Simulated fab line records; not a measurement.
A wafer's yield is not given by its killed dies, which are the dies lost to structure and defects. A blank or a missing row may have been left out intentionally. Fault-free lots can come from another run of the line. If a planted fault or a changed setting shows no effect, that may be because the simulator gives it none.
Chamber matching + flow gf180mcu + GF_CONTACT_CMP_27 on cmp-01 has 4 sister chambers
The step polishes, stops on SiO2, t overpolish 15 s, target thk 0 nm. 14 wafers are shown with their chamber, then 7 later ones without.

== WAFERS WITH THEIR CHAMBER ==
| wafer  | chamber | motor_current_A (A) | head_pressure_psi (psi) | time_to_endpoint_s (s) |
|--------|---------|---------------------|-------------------------|------------------------|
| L127.1 | 2       | 11.2                | 3.496                   | 72.4                   |
| L127.3 | 1       | 10.6                | 3.500                   | 72.5                   |
| L127.5 | 2       | 11.2                | 3.492                   | 69.5                   |
| L130.1 | 3       | 13.1                | 3.502                   | 73.6                   |
| L130.4 | 0       | 10.0                | 3.501                   | 74.2                   |
| L130.6 | 1       | 10.5                | 3.502                   | 75.5                   |
| L142.1 | 1       | 11.2                | 3.495                   | 71.1                   |
| L142.5 | 3       | 13.2                | 3.498                   | 73.2                   |
| L142.6 | 2       | 11.1                | 3.503                   | 75.4                   |
| L143.1 | 0       | 9.9                 | 3.501                   | 71.3                   |
| L143.2 | 3       | 13.3                | 3.517                   | 71.4                   |
| L143.5 | 1       | 10.2                | 3.504                   | 72.7                   |
| L144.3 | 2       | 11.2                | 3.503                   | 72.8                   |
| L144.4 | 0       | 9.8                 | 3.493                   | 74.2                   |

SIGNATURES (averages over the wafers above)
| reading            | chamber 0 | chamber 1 | chamber 2 | chamber 3 | scatter within a chamber |
|--------------------|-----------|-----------|-----------|-----------|--------------------------|
| motor_current_A    | 9.900     | 10.625    | 11.175    | 13.200    | 0.24                     |
| head_pressure_psi  | 3.49833   | 3.50025   | 3.49850   | 3.50567   | 0.00614                  |
| time_to_endpoint_s | 73.233    | 72.950    | 72.525    | 72.733    | 1.9                      |
Rule: a wafer lies at a distance from a chamber equal to the root of the sum of squares, over the readings, of (its reading less the chamber's mean, divided by the reading's scatter). The wafer belongs to the nearest chamber; if the next one is less than 2 further off, it can't be placed. How the scatter is found: for the shown wafers, subtract from each reading the mean of its chamber, square and add these, divide the total by (wafers less chambers), then take the root.

== WAFERS WITHOUT THEIR CHAMBER ==
| wafer  | motor_current_A (A) | head_pressure_psi (psi) | time_to_endpoint_s (s) |
|--------|---------------------|-------------------------|------------------------|
| L144.5 | 9.1                 | 3.489                   | 72.1                   |
| L146.3 | 13.5                | 3.510                   | 71.8                   |
| L146.5 | 9.5                 | 3.498                   | 70.6                   |
| L146.6 | 10.8                | 3.505                   | 70.1                   |
| L147.2 | 9.3                 | 3.487                   | 73.3                   |
| L147.5 | 9.5                 | 3.490                   | 71.0                   |
| L147.6 | 10.4                | 3.493                   | 71.9                   |

== EACH ONE'S CHAMBER ==
| wafer  | from the rows above          | in truth |
|--------|------------------------------|----------|
| L144.5 | 0                            | 0        |
| L146.3 | 3                            | 3        |
| L146.5 | 0                            | 0        |
| L146.6 | can't be placed: 1 or 2      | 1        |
| L147.2 | 0                            | 0        |
| L147.5 | 0                            | 0        |
| L147.6 | can't be placed: 1 or 0 or 2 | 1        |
5 of 7 placed correctly. Can't be placed from these rows: 2 (the true chamber is among the candidates in 2). 0 placed wrongly.
